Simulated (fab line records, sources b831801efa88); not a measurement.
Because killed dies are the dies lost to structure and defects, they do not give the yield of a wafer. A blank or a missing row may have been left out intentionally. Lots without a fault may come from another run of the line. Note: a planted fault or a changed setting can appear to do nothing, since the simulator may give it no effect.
fab line records	flow sky130
record: lots: 5	wafers: 15	last-day: 48
route steps=708 shown METAL5@668 PASSIVATION@681 PAD_OPEN@694
lots that met no fault: from a run of the same line without faults
start-h: the number of hours between the record's first day and the start of the first shown wafer of the lot	wait-h: hours elapsed since this lot's preceding step	" unchanged from the row above	L1.1+2: several wafers, shown together as one row	- no value present, or no start provided	* or withheld: withheld	< > ~ a bound
route shown NAME@n: a module of which the file shows steps, and the number in the route of the first	usual: mean/standard deviation of fault-free wafers	same: alike in all rows	chamber/n: place in a boat	sites: readings site by site	_std_site: standard deviation across them	_edge_site: outer sites' mean less inner sites'	radius-mm: for every site, how far away it sits from the centre of the wafer	mask NAME#n: copy n	behind: the most recent tool/chamber to have shaped the wafer	hold: the reason the lot was held/the length of the hold in hours/how it ended	device: transistor that didn't switch, given as n, p or np	end of line: at the end of the route, the tests of the same wafers	a step with no rows: only its recipe	killed: dies lost to structure and defects at the first sort, not the wafer's yield	map: a wafer's dies, x killed, . not, _ none there
set.NAME: the setting as run; set.NAME@STEP: as run at that earlier step	model.NAME: the simulator's own value behind a step, which no gauge read
a table for each step, a row for each wafer; lots at some steps of the route
services: the hour from which a tool's chamber was out of use, counted from the record's first day as start-h (under 0 if before that day), plus the number of hours and why
== steps ==
step: SKY_METAL5_DEHYDRATE_07
recipe: temp-c: 200	time-s: 60
usual: plate-temp-C: 200.00/0.16
lot.wafer	tool	chamber	start-h	wait-h	plate-temp-C
L076.1	litho-track-04	0	1034.18	9.9	199.87
L076.2	"	0	"	"	199.98
L076.3	"	0	"	"	200.19
L074.1	litho-track-04	0	1036.93	9.2	200.17
L074.5	"	0	"	"	200.13
L074.6	"	0	"	"	200.32
L079.2	litho-track-01	0	1055.17	7.9	199.99
L079.4	"	0	"	"	200.20
L079.5	"	0	"	"	199.93
L086.1	litho-track-02	0	1094.22	10.1	200.03
L086.4	"	0	"	"	199.80
L086.5	"	0	"	"	199.86
L087.1	litho-track-02	0	1101.82	8.4	200.00
L087.4	"	0	"	"	200.22
L087.6	"	0	"	"	200.11
step: SKY_METAL5_HMDS_08
recipe: prime-time-s: 60	prime-temp-c: 120
lot.wafer	tool	chamber	start-h	wait-h
L076.1+2+3	litho-track-04	0	1034.33	0.1
L074.1+5+6	litho-track-04	0	1037.08	0.1
L079.2+4+5	litho-track-01	0	1055.32	0.1
L086.1+4+5	litho-track-02	0	1094.37	0.1
L087.1+4+6	litho-track-02	0	1101.97	0.1
step: SKY_METAL5_COAT_09
recipe: resist: NOVOLAK	spin-rpm: 3000	resist-thk-nm: 1800
usual: dispense-pressure-kPa: 51/6.8	spin-speed-rpm: 2999.8/2
lot.wafer	tool	chamber	start-h	wait-h	dispense-pressure-kPa	spin-speed-rpm
L076.1	litho-track-04	0	1034.48	0.1	59	3000.0
L076.2	"	0	"	"	59	3002.3
L076.3	"	0	"	"	59	3000.3
L074.1	litho-track-04	0	1037.23	0.1	59	2999.9
L074.5	"	0	"	"	59	3000.5
L074.6	"	0	"	"	59	2998.1
L079.2	litho-track-01	0	1055.47	0.1	43	2999.8
L079.4	"	0	"	"	43	3000.6
L079.5	"	0	"	"	43	2999.1
L086.1	litho-track-02	0	1094.52	0.1	54	2998.7
L086.4	"	0	"	"	54	3001.4
L086.5	"	0	"	"	54	2998.7
L087.1	litho-track-02	0	1102.12	0.1	54	2999.0
L087.4	"	0	"	"	54	2999.5
L087.6	"	0	"	"	54	3000.1
step: SKY_METAL5_SOFTBAKE_10
recipe: temp-c: 90	time-s: 60	resist: NOVOLAK
usual: plate-temp-C: 90.02/0.12
lot.wafer	tool	chamber	start-h	wait-h	plate-temp-C
L076.1	litho-track-04	0	1034.63	0.1	89.77
L076.2	"	0	"	"	89.95
L076.3	"	0	"	"	89.97
L074.1	litho-track-04	0	1037.38	0.1	90.22
L074.5	"	0	"	"	89.97
L074.6	"	0	"	"	90.03
L079.2	litho-track-01	0	1055.62	0.1	89.98
L079.4	"	0	"	"	90.05
L079.5	"	0	"	"	90.07
L086.1	litho-track-02	0	1094.67	0.1	90.00
L086.4	"	0	"	"	90.08
L086.5	"	0	"	"	90.07
L087.1	litho-track-02	0	1102.27	0.1	90.11
L087.4	"	0	"	"	90.14
L087.6	"	0	"	"	90.08
step: SKY_METAL5_EXPOSE_11
recipe: mask-id: MM5	na: 0.6	source-shape: conventional	sigma-outer: 0.6	polarization: unpolarized	target-cd-nm: 1600	dose-mj: 190
usual: focus-offset-nm: 0.0/0.57
lot.wafer	tool	chamber	start-h	wait-h	mask	focus-offset-nm
L076.1	iline-stepper-02	0	-	-	MM5#0	-0.7
L076.2	"	0	"	"	MM5#0	0.0
L076.3	"	0	"	"	MM5#0	-0.7
L074.1	iline-stepper-02	0	-	-	MM5#0	-0.7
L074.5	"	0	"	"	MM5#0	0.9
L074.6	"	0	"	"	MM5#0	-0.4
L079.2	iline-stepper-02	0	-	-	MM5#0	-0.2
L079.4	"	0	"	"	MM5#0	0.6
L079.5	"	0	"	"	MM5#0	0.9
L086.1	iline-stepper-01	0	-	-	MM5#0	-1.0
L086.4	"	0	"	"	MM5#0	-0.8
L086.5	"	0	"	"	MM5#0	-0.5
L087.1	iline-stepper-02	0	-	-	MM5#0	0.5
L087.4	"	0	"	"	MM5#0	-0.2
L087.6	"	0	"	"	MM5#0	0.1
step: SKY_METAL5_PEB_12
recipe: temp-c: withheld	time-s: *	resist: NOVOLAK
lot.wafer	tool	chamber	start-h	wait-h
L076.1+2+3	litho-track-01	0	-	-
L074.1+5+6	litho-track-04	0	-	-
L079.2+4+5	litho-track-02	0	-	-
L086.1+4+5	litho-track-04	0	-	-
L087.1+4+6	litho-track-04	0	-	-
step: SKY_METAL5_DEVELOP_13
recipe: resist: NOVOLAK	developer: TMAH	develop-time-s: 60	dev-temp-c: 23
lot.wafer	tool	chamber	start-h	wait-h
L076.1+2+3	litho-track-01	0	1046.20	0.1
L074.1+5+6	litho-track-04	0	1048.48	0.1
L079.2+4+5	litho-track-02	0	1068.15	0.1
L086.1+4+5	litho-track-04	0	1103.53	0.1
L087.1+4+6	litho-track-04	0	1113.23	0.1
step: SKY_METAL5_DESCUM_14
recipe: chemistry: O2	source-power-w: 150	bias-power-w: 0	pressure-mtorr: 10	temp-c: 40	time-s: 11
usual: drypump-motor-current-A: 5.4/0.58	oes-product-au: 0.993/0.017
lot.wafer	tool	chamber	start-h	wait-h	drypump-motor-current-A	oes-product-au	rf-hours-counter-h
L076.1	rie-metal-02	0	1046.35	0.1	4.7	0.992	16
L076.2	"	1	"	"	6.3	0.996	7
L076.3	"	1	"	"	6.3	0.997	-
L074.1	rie-metal-02	1	1048.63	0.1	6.3	0.996	8
L074.5	"	1	"	"	6.3	0.993	-
L074.6	"	0	"	"	4.8	0.995	-
L079.2	rie-metal-03	1	1068.27	0.1	5.2	0.996	13
L079.4	"	1	"	"	5.3	1.000	-
L079.5	"	0	"	"	5.0	0.961	-
L086.1	rie-metal-03	1	1103.68	0.1	5.2	1.017	16
L086.4	"	1	"	"	5.2	0.996	-
L086.5	"	1	"	"	5.3	0.989	-
L087.1	rie-metal-03	0	1113.38	0.1	5.0	0.982	13
L087.4	"	0	"	"	5.0	0.968	-
L087.6	"	0	"	"	5.0	0.978	-
step: SKY_METAL5_METAL_ETCH_15
recipe: target-depth-a: 12600	stop-on: SiO2	over-etch-frac: 0.2	time-s: 252	chemistry: Cl2/BCl3	resist-sidewall-deg: 86	pressure-mtorr: 10	icp-w: 900	bias-w: 48.5	Cl2_flow_sccm: 60	bcl3-flow-sccm: 30
usual: drypump-motor-current-A: 5.4/0.58	oes-product-au: 0.894/0.0054	throttle-valve-pct: 22.265/0.0087
same: over-etch-frac: 0.2
lot.wafer	tool	chamber	start-h	wait-h	drypump-motor-current-A	oes-product-au	rf-hours-counter-h	throttle-valve-pct
L076.1	rie-metal-02	0	1046.38	0.0	4.7	0.892	16	22.266
L076.2	"	1	"	"	6.3	0.899	7	22.259
L076.3	"	1	"	"	6.3	0.890	-	22.267
L074.1	rie-metal-02	1	1048.66	0.0	6.3	0.892	8	22.264
L074.5	"	1	"	"	6.3	0.899	-	22.269
L074.6	"	0	"	"	4.7	0.900	-	22.277
L079.2	rie-metal-03	1	1068.32	0.0	5.3	0.900	13	22.282
L079.4	"	1	"	"	5.3	0.901	-	22.268
L079.5	"	0	"	"	5.0	0.890	-	22.269
L086.1	rie-metal-03	1	1103.72	0.0	5.3	0.905	16	22.260
L086.4	"	1	"	"	5.3	0.888	-	22.283
L086.5	"	1	"	"	5.3	0.889	-	22.281
L087.1	rie-metal-03	0	1113.42	0.0	5.0	0.886	13	22.273
L087.4	"	0	"	"	5.0	0.902	-	22.271
L087.6	"	0	"	"	5.0	0.894	-	22.271
step: SKY_METAL5_STRIP_16
recipe: chemistry: O2/N2	power-w: 1400	pressure-mtorr: 1500	platen-temp-c: withheld	o2-flow-sccm: 3000	n2-flow-sccm: 300	overash-fraction: 0.5
usual: drypump-motor-current-A: 5.6/0.47	n2-flow-sccm: 299.8/0.89	oes-product-au: 0.710/0.0049	strip-time-to-endpoint-s: 13.19/0.22
lot.wafer	tool	chamber	start-h	wait-h	drypump-motor-current-A	n2-flow-sccm	oes-product-au	rf-hours-counter-h	strip-time-to-endpoint-s
L076.1	plasma-asher-03	0	1046.62	0.2	6.1	299.2	0.702	119	13.23
L076.2	"	1	"	"	5.1	298.4	0.708	119	13.25
L076.3	"	0	"	"	6.1	298.9	0.716	-	13.20
L074.1	plasma-asher-02	0	1048.90	0.2	4.9	299.4	0.704	58	13.09
L074.5	"	0	"	"	4.9	300.3	0.711	-	13.11
L074.6	"	1	"	"	5.6	300.1	0.711	-	13.16
L079.2	plasma-asher-04	1	1068.63	0.2	6.1	299.9	0.706	33	13.09
L079.4	"	1	"	"	6.1	299.2	0.715	-	13.13
L079.5	"	0	"	"	5.8	300.2	0.711	-	13.51
L086.1	plasma-asher-03	1	1103.95	0.2	5.1	298.4	0.721	4	12.99
L086.4	"	1	"	"	5.1	300.3	0.707	-	12.90
L086.5	"	1	"	"	5.1	299.5	0.708	-	13.02
L087.1	plasma-asher-04	0	1113.65	0.2	5.7	298.5	0.712	37	13.41
L087.4	"	0	"	"	5.8	299.5	0.707	-	13.32
L087.6	"	1	"	"	6.1	298.8	0.707	-	13.46
step: SKY_METAL5_STRIP_17
recipe: chemistry: post-etch-residue-remover	time-s: 1200	temp-c: 72.5
lot.wafer	tool	chamber	start-h	wait-h
L076.1+2+3	wet-bench-03	1	1046.72	0.1
L074.1+5+6	wet-bench-03	1	1049.00	0.1
L079.2+4+5	wet-bench-03	2	1068.73	0.1
L086.1+4+5	wet-bench-04	2	1104.05	0.1
L087.1+4+6	wet-bench-03	3	1113.77	0.1
step: SKY_METAL5_CLEAN_18
recipe: chemistry: IPA	time-s: 180	temp-c: 25
lot.wafer	tool	chamber	start-h	wait-h
L076.1+2+3	wet-bench-03	0	1047.06	0.0
L074.1+5+6	wet-bench-04	3	1049.50	0.1
L079.2+4+5	wet-bench-03	1	1069.07	0.0
L086.1+4+5	wet-bench-03	0	1104.39	0.0
L087.1+4+6	wet-bench-03	3	1114.12	0.0
step: SKY_METAL5_CLEAN_19
recipe: chemistry: O3/DIW	dry: n2-spin
lot.wafer	tool	chamber	start-h	wait-h
L076.1+2+3	wet-bench-04	1	1047.12	0.0
L074.1+5+6	wet-bench-01	1	1049.59	0.0
L079.2+4+5	wet-bench-04	0	1069.13	0.0
L086.1+4+5	wet-bench-01	3	1104.52	0.0
L087.1+4+6	wet-bench-04	0	1114.17	0.0
step: SKY_PASSIVATION_CVD_00
recipe: material: SiO2	target-thk-nm: 90	temp-c: 400	time-s: withheld	rf-w: 600
usual: heater-power-w: 690/99
lot.wafer	tool	chamber	start-h	wait-h	heater-power-w
L076.1	pecvd-03	1	1047.22	0.0	774
L076.2	"	2	"	"	737
L076.3	"	0	"	"	610
L074.1	pecvd-03	0	1049.68	0.0	571
L074.5	"	1	"	"	820
L074.6	"	2	"	"	828
L079.2	pecvd-03	0	1069.22	0.0	507
L079.4	"	0	"	"	513
L079.5	"	2	"	"	750
L086.1	pecvd-02	1	1104.61	0.0	731
L086.4	"	0	"	"	687
L086.5	"	2	"	"	589
L087.1	pecvd-03	2	1114.27	0.0	764
L087.4	"	1	"	"	884
L087.6	"	0	"	"	503
step: SKY_PASSIVATION_THK_MEAS_01
recipe: reads: SiO2_of_PASSIVATION_CVD_00
usual: PASSIVATION_CVD_00_THK: 89.6/1.3
lot.wafer	tool	chamber	start-h	wait-h	PASSIVATION_CVD_00_THK[nm]
L076.1	film-metro-02	-	1047.24	-	88.4
L076.2	"	-	"	"	89.8
L076.3	"	-	"	"	89.5
L074.1	film-metro-03	-	1049.70	-	90.5
L074.5	"	-	"	"	90.1
L074.6	"	-	"	"	90.8
L079.2	film-metro-03	-	1069.26	-	90.4
L079.4	"	-	"	"	92.0
L079.5	"	-	"	"	89.3
L086.1	film-metro-04	-	1104.63	-	89.2
L086.4	"	-	"	"	90.3
L086.5	"	-	"	"	89.9
L087.1	film-metro-02	-	1114.29	-	89.5
L087.4	"	-	"	"	89.3
L087.6	"	-	"	"	91.7
step: SKY_PASSIVATION_CVD_02
recipe: material: Si3N4	target-thk-nm: 540	temp-c: 400	time-s: withheld	rf-w: 450
usual: heater-power-w: 725/94
lot.wafer	tool	chamber	start-h	wait-h	heater-power-w
L076.1	pecvd-02	1	1047.30	0.1	688
L076.2	"	2	"	"	705
L076.3	"	0	"	"	824
L074.1	pecvd-03	1	1049.76	0.1	816
L074.5	"	2	"	"	798
L074.6	"	0	"	"	617
L079.2	pecvd-04	2	1069.31	0.0	772
L079.4	"	1	"	"	611
L079.5	"	2	"	"	784
L086.1	pecvd-04	1	1104.69	0.1	575
L086.4	"	2	"	"	712
L086.5	"	0	"	"	719
L087.1	pecvd-02	2	1114.35	0.1	801
L087.4	"	2	"	"	640
L087.6	"	0	"	"	763
step: SKY_PASSIVATION_THK_MEAS_03
recipe: reads: Si3N4_of_PASSIVATION_CVD_02
usual: PASSIVATION_CVD_02_THK: 537/7.7
lot.wafer	tool	chamber	start-h	wait-h	PASSIVATION_CVD_02_THK[nm]
L076.1	film-metro-03	-	1047.52	-	524
L076.2	"	-	"	"	520
L076.3	"	-	"	"	533
L074.1	film-metro-02	-	1049.99	-	528
L074.5	"	-	"	"	532
L074.6	"	-	"	"	540
L079.2	film-metro-03	-	1069.54	-	534
L079.4	"	-	"	"	552
L079.5	"	-	"	"	542
L086.1	film-metro-02	-	1104.92	-	543
L086.4	"	-	"	"	540
L086.5	"	-	"	"	544
L087.1	film-metro-04	-	1114.57	-	529
L087.4	"	-	"	"	531
L087.6	"	-	"	"	540
step: SKY_PASSIVATION_DEHYDRATE_04
recipe: temp-c: 200	time-s: 60
usual: plate-temp-C: 199.99/0.15
lot.wafer	tool	chamber	start-h	wait-h	plate-temp-C
L076.1	litho-track-01	0	1055.75	8.2	199.90
L076.2	"	0	"	"	199.95
L076.3	"	0	"	"	200.12
L074.1	litho-track-03	0	1059.72	9.7	199.97
L074.5	"	0	"	"	199.92
L074.6	"	0	"	"	200.07
L079.2	litho-track-03	0	1077.74	8.2	199.87
L079.4	"	0	"	"	200.04
L079.5	"	0	"	"	199.97
L086.1	litho-track-04	0	1115.28	10.4	199.84
L086.4	"	0	"	"	199.84
L086.5	"	0	"	"	200.01
L087.1	litho-track-04	0	1122.38	7.8	200.15
L087.4	"	0	"	"	200.14
L087.6	"	0	"	"	200.13
step: SKY_PASSIVATION_HMDS_05
recipe: prime-time-s: 60	prime-temp-c: 120
lot.wafer	tool	chamber	start-h	wait-h
L076.1+2+3	litho-track-01	0	1055.90	0.1
L074.1+5+6	litho-track-03	0	1059.87	0.1
L079.2+4+5	litho-track-03	0	1077.89	0.1
L086.1+4+5	litho-track-04	0	1115.43	0.1
L087.1+4+6	litho-track-04	0	1122.53	0.1
step: SKY_PASSIVATION_COAT_06
recipe: spin-rpm: 2000	resist-thk-nm: 3000
usual: dispense-pressure-kPa: 49/6.3	spin-speed-rpm: 2000.1/1.3
lot.wafer	tool	chamber	start-h	wait-h	dispense-pressure-kPa	spin-speed-rpm
L076.1	litho-track-01	0	1056.05	0.1	43	2000.7
L076.2	"	0	"	"	43	2000.8
L076.3	"	0	"	"	43	2000.1
L074.1	litho-track-03	0	1060.02	0.1	49	2001.2
L074.5	"	0	"	"	49	2000.6
L074.6	"	0	"	"	49	2000.0
L079.2	litho-track-03	0	1078.04	0.1	49	1998.4
L079.4	"	0	"	"	49	1999.7
L079.5	"	0	"	"	49	1999.6
L086.1	litho-track-04	0	1115.58	0.1	59	2001.1
L086.4	"	0	"	"	59	2000.4
L086.5	"	0	"	"	59	2002.9
L087.1	litho-track-04	0	1122.68	0.1	59	1999.4
L087.4	"	0	"	"	59	2000.0
L087.6	"	0	"	"	59	1999.2
step: SKY_PASSIVATION_SOFTBAKE_07
recipe: temp-c: 109.1	time-s: withheld
usual: plate-temp-C: 109.09/0.14
lot.wafer	tool	chamber	start-h	wait-h	plate-temp-C
L076.1	litho-track-01	0	1056.20	0.1	109.19
L076.2	"	0	"	"	109.08
L076.3	"	0	"	"	108.93
L074.1	litho-track-03	0	1060.17	0.1	109.25
L074.5	"	0	"	"	108.93
L074.6	"	0	"	"	109.21
L079.2	litho-track-03	0	1078.20	0.1	109.15
L079.4	"	0	"	"	109.13
L079.5	"	0	"	"	109.06
L086.1	litho-track-04	0	1115.73	0.1	109.20
L086.4	"	0	"	"	109.05
L086.5	"	0	"	"	109.12
L087.1	litho-track-04	0	1122.83	0.1	109.11
L087.4	"	0	"	"	109.21
L087.6	"	0	"	"	109.30
step: SKY_PASSIVATION_EXPOSE_08
recipe: mask-id: NSM	target-cd-nm: 3000	na: 0.57	dose-mj: 260
usual: focus-offset-nm: 0.0/0.55
lot.wafer	tool	chamber	start-h	wait-h	mask	focus-offset-nm
L076.1	iline-stepper-01	0	-	-	NSM#0	-0.2
L076.2	"	0	"	"	NSM#0	-0.4
L076.3	"	0	"	"	NSM#0	0.0
L074.1	iline-stepper-01	0	-	-	NSM#0	-0.8
L074.5	"	0	"	"	NSM#0	0.6
L074.6	"	0	"	"	NSM#0	-1.0
L079.2	iline-stepper-01	0	-	-	NSM#0	0.1
L079.4	"	0	"	"	NSM#0	0.6
L079.5	"	0	"	"	NSM#0	-0.2
L086.1	iline-stepper-02	0	-	-	NSM#0	0.3
L086.4	"	0	"	"	NSM#0	-0.2
L086.5	"	0	"	"	NSM#0	0.9
L087.1	iline-stepper-02	0	-	-	NSM#0	0.8
L087.4	"	0	"	"	NSM#0	0.5
L087.6	"	0	"	"	NSM#0	0.9
step: SKY_PASSIVATION_PEB_09
recipe: temp-c: 115	time-s: withheld
usual: plate-temp-C: 115.00/0.12
lot.wafer	tool	chamber	start-h	wait-h	plate-temp-C
L076.1	litho-track-04	0	-	-	114.93
L076.2	"	0	"	"	115.26
L076.3	"	0	"	"	115.17
L074.1	litho-track-01	0	-	-	115.15
L074.5	"	0	"	"	114.86
L074.6	"	0	"	"	115.16
L079.2	litho-track-04	0	-	-	114.96
L079.4	"	0	"	"	115.05
L079.5	"	0	"	"	115.17
L086.1	litho-track-01	0	-	-	114.93
L086.4	"	0	"	"	115.00
L086.5	"	0	"	"	115.06
L087.1	litho-track-04	0	-	-	114.99
L087.4	"	0	"	"	114.94
L087.6	"	0	"	"	115.09
step: SKY_PASSIVATION_DEVELOP_10
recipe: develop-time-s: 60	dev-temp-c: 23
lot.wafer	tool	chamber	start-h	wait-h
L076.1+2+3	litho-track-04	0	-	-
L074.1+5+6	litho-track-01	0	-	-
L079.2+4+5	litho-track-04	0	-	-
L086.1+4+5	litho-track-01	0	-	-
L087.1+4+6	litho-track-04	0	-	-
step: SKY_PASSIVATION_ETCH_11
recipe: chemistry: CF4/O2	target-depth-nm: 725	stop-on: AlCu	source-w: 800	bias-w: 150	pressure-mtorr: 150	cf4-flow-sccm: 80	O2_flow_sccm: 10	time-s: 161.1
usual: drypump-motor-current-A: 5.9/0.47	oes-product-au: 0.975/0.0074	throttle-valve-pct: 5.964/0.0091
lot.wafer	tool	chamber	start-h	wait-h	drypump-motor-current-A	oes-product-au	rf-hours-counter-h	throttle-valve-pct
L076.1	rie-diel-02	0	1068.53	-	5.5	0.967	10	5.958
L076.2	"	1	"	"	6.7	0.964	14	5.963
L076.3	"	2	"	"	6.3	0.969	14	5.961
L074.1	rie-diel-02	2	1071.20	-	6.4	0.967	14	5.952
L074.5	"	1	"	"	6.7	0.968	-	5.952
L074.6	"	2	"	"	6.3	0.983	-	5.987
L079.2	rie-diel-04	0	1090.53	-	5.1	0.971	23	5.949
L079.4	"	1	"	"	5.8	0.989	22	5.965
L079.5	"	3	"	"	6.3	0.970	-	5.962
L086.1	rie-diel-04	3	1124.60	-	6.3	0.983	5	5.975
L086.4	"	0	"	"	5.0	0.970	-	5.955
L086.5	"	3	"	"	6.3	0.980	-	5.973
L087.1	rie-diel-03	1	1133.63	-	6.4	0.966	14	5.950
L087.4	"	3	"	"	5.8	0.973	20	5.959
L087.6	"	3	"	"	5.9	0.964	-	5.973
step: SKY_PASSIVATION_STRIP_12
recipe: chemistry: O2/N2	power-w: 1400	pressure-mtorr: 1500	platen-temp-c: withheld	overash-fraction: 0.7	o2-flow-sccm: 3000	n2-flow-sccm: 300
usual: drypump-motor-current-A: 5.6/0.6	n2-flow-sccm: 300.0/1.1	oes-product-au: 0.661/0.0045	strip-time-to-endpoint-s: 31.60/0.15
lot.wafer	tool	chamber	start-h	wait-h	drypump-motor-current-A	n2-flow-sccm	oes-product-au	rf-hours-counter-h	strip-time-to-endpoint-s
L076.1	plasma-asher-01	1	1068.64	0.1	5.5	300.3	0.662	97	31.76
L076.2	"	0	"	"	6.6	301.3	0.663	97	31.66
L076.3	"	0	"	"	6.6	301.0	0.665	-	31.53
L074.1	plasma-asher-03	1	1071.30	0.1	5.1	298.1	0.667	1	31.44
L074.5	"	0	"	"	6.1	298.3	0.658	-	31.44
L074.6	"	1	"	"	5.1	300.3	0.665	-	31.55
L079.2	plasma-asher-01	1	1090.64	0.1	5.5	298.0	0.660	99	31.82
L079.4	"	0	"	"	6.6	299.3	0.666	-	31.63
L079.5	"	0	"	"	6.6	298.4	0.656	-	31.60
L086.1	plasma-asher-02	1	1124.70	0.1	5.5	298.9	0.653	64	31.59
L086.4	"	0	"	"	4.9	298.7	0.658	-	31.91
L086.5	"	0	"	"	4.9	298.3	0.658	-	31.51
L087.1	plasma-asher-03	0	1133.74	0.1	6.1	298.9	0.658	7	31.56
L087.4	"	0	"	"	6.1	299.5	0.666	-	31.65
L087.6	"	0	"	"	6.1	301.5	0.658	-	31.61
step: SKY_PAD_OPEN_DEHYDRATE_00
recipe: temp-c: 200	time-s: 60
usual: plate-temp-C: 200.00/0.15
lot.wafer	tool	chamber	start-h	wait-h	plate-temp-C
L076.1	litho-track-02	0	1076.97	8.3	199.64
L076.2	"	0	"	"	199.88
L076.3	"	0	"	"	199.81
L074.1	litho-track-03	0	1080.37	9.0	200.33
L074.5	"	0	"	"	200.16
L074.6	"	0	"	"	200.11
L079.2	litho-track-02	0	1099.25	8.6	199.72
L079.4	"	0	"	"	200.12
L079.5	"	0	"	"	199.99
L086.1	litho-track-01	0	1134.75	10.0	200.00
L086.4	"	0	"	"	199.89
L086.5	"	0	"	"	199.94
L087.1	litho-track-03	0	1141.87	8.1	199.96
L087.4	"	0	"	"	199.90
L087.6	"	0	"	"	199.96
step: SKY_PAD_OPEN_HMDS_01
recipe: prime-time-s: 60	prime-temp-c: 120
lot.wafer	tool	chamber	start-h	wait-h
L076.1+2+3	litho-track-02	0	1077.12	0.1
L074.1+5+6	litho-track-03	0	1080.52	0.1
L079.2+4+5	litho-track-02	0	1099.40	0.1
L086.1+4+5	litho-track-01	0	1134.90	0.1
L087.1+4+6	litho-track-03	0	1142.02	0.1
== services ==
tool	chamber	start-h	hours	kind
iline-stepper-01	-	1010.60	1.7	pm
pecvd-03	-	1023.59	1.8	repair
pecvd-04	0	1027.17	5.5	scheduled-down
pecvd-03	-	1030.65	1.4	repair
pecvd-02	2	1037.94	5.5	scheduled-down
plasma-asher-02	-	1047.42	1.4	repair
rie-diel-03	0	1053.80	6.8	repair
plasma-asher-03	-	1055.25	9.0	pm
plasma-asher-03	0	1055.25	9.0	vent-cycle
plasma-asher-03	1	1055.25	9.0	vent-cycle
iline-stepper-02	-	1057.41	1.7	pm
plasma-asher-03	0	1064.25	-	clean
plasma-asher-03	1	1064.25	-	clean
rie-diel-04	-	1090.97	0.4	repair
plasma-asher-02	-	1101.56	14.6	pm
rie-metal-02	-	1110.18	14.6	pm
rie-diel-03	1	1111.70	10.1	repair
litho-track-01	-	1112.79	-	consumable-replace:filter
plasma-asher-01	-	1124.13	13.3	repair
pecvd-02	0	1128.33	5.5	scheduled-down
pecvd-04	-	1130.17	6.0	pm
iline-stepper-02	0	1134.88	-	calibration
pecvd-03	0	1138.23	5.5	scheduled-down
== key ==
fault none
